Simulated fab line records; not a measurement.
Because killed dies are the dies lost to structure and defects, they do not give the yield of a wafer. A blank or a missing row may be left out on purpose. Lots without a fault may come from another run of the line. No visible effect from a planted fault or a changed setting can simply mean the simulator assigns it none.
Problem report in the 8D (eight disciplines) form, filled by code :: flow gf180mcu :: the parts of the form that need people (team, actions taken, sign-off) are left out

## 1. THE ISSUE
Wafers with no fault read 440.3 nm with a standard deviation of 2.4, whereas cd-nm at GF_TOP_METAL_CD_MEAS_14 reads a mean of 420.3 nm on 1 wafer of 1 lot. Measured from the usual mean, that is -8.3 standard deviations.
The step: target cd 440 nm.
The first sign was on wafer L142.3 at day 32 14:42, on cd-sem-01. Wafers with a number at this step in the record: 39, from 13 lots. Rule for "out", or "out of limits": more than 4 standard deviations from the usual mean. All remaining wafers that have a number are taken as sound.

## 2. WHAT THIS IS AND IS NOT
question: which readings at this step
is: cd-nm
is not: -

question: which lots
is: L142
is not: L127, L128, L129, L130, L131, L132, L133, L134, L135, L136, L147, L149

question: which wafers of those lots
is: L142.3
is not: L142.2, L142.6

question: read on which gauges
is: cd-sem-01
is not: cd-sem-02

question: when
is: from day 32 14:42
is not: up to then (32 sound wafers); but 6 sound wafers of L147, L149 came after

## 3. SUSPECTS, AND WHAT RULES EACH OUT
Counting: if a tool at a process step up to the reading ran every lot that is out, it stays a suspect. Sound lots after the first of them don't rule it out here, since some wafers of a struck lot are sound.
- the gauge at GF_TOP_METAL_CD_MEAS_14: kept. All the wafers that are out were read on cd-sem-01, and no step on other tools shows them out.
- cmp-01 at GF_V5_CMP_04 (polishes SiO2): kept. L142, the lot that is out, went through it at day 31 02:20; up to then, the latest sound lot through it was L134 at day 28 20:26.
- iline-stepper-01 at GF_TOP_METAL_EXPOSE_11 (exposes mask MetalTop, target cd 440 nm): kept. L142, the lot that is out, went through it at day 32 06:07; up to then, the latest sound lot through it was L136 at day 30 13:32.
- cmp-01, GF_V5_CMP_04: wafers that are out in chamber 0, sound lot-mates in chambers 2, 3.
Still standing after the count: cmp-01 at GF_V5_CMP_04, iline-stepper-01 at GF_TOP_METAL_EXPOSE_11, cd-sem-01 at GF_TOP_METAL_CD_MEAS_14.

## 4. THE CAUSE (what the simulator had put in)
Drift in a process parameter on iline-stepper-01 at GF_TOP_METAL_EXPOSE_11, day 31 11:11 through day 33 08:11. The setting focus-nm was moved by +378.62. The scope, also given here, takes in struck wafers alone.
This tool is one of the 3 suspects left after counting.

## 5. SEQUENCE OF EFFECTS, ordered by route
Rows list readings where the struck wafers' mean (over those with a number) sits beyond 3 standard deviations from the usual. Scope: only readings with a usual standard deviation given in the record; hours: median across lots of the time from each lot's start at the first step in this table that gives one to its start at this step; sigmas: change in usual standard deviations.
hours: 0
step: GF_TOP_METAL_CD_MEAS_14
reading: cd-nm
usual: 440.3 nm
on struck wafers: 420.3
change: -20.0
sigmas: -8.3
Later measuring or inspecting steps at which every struck wafer that the step has a row for has a number for every such reading, and none has moved that far: GF_PASSIVATION_BOW_MEAS_14.

## 6. WHAT WOULD HAVE CAUGHT IT SOONER
Counted from the fault's start at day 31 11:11, it took 28 hours until the first out-of-limits reading at a measuring or inspecting step in this record, taken at day 32 14:42.
Of the tool readings at GF_TOP_METAL_EXPOSE_11 for which the record gives a usual standard deviation, none was out on any struck wafer, so an alarm limit of 4 standard deviations on them would not have fired.
Lots out: 1; all had begun GF_TOP_METAL_EXPOSE_11 on iline-stepper-01 by day 32 14:42. A hold on the tool at that time would have spared none of them.
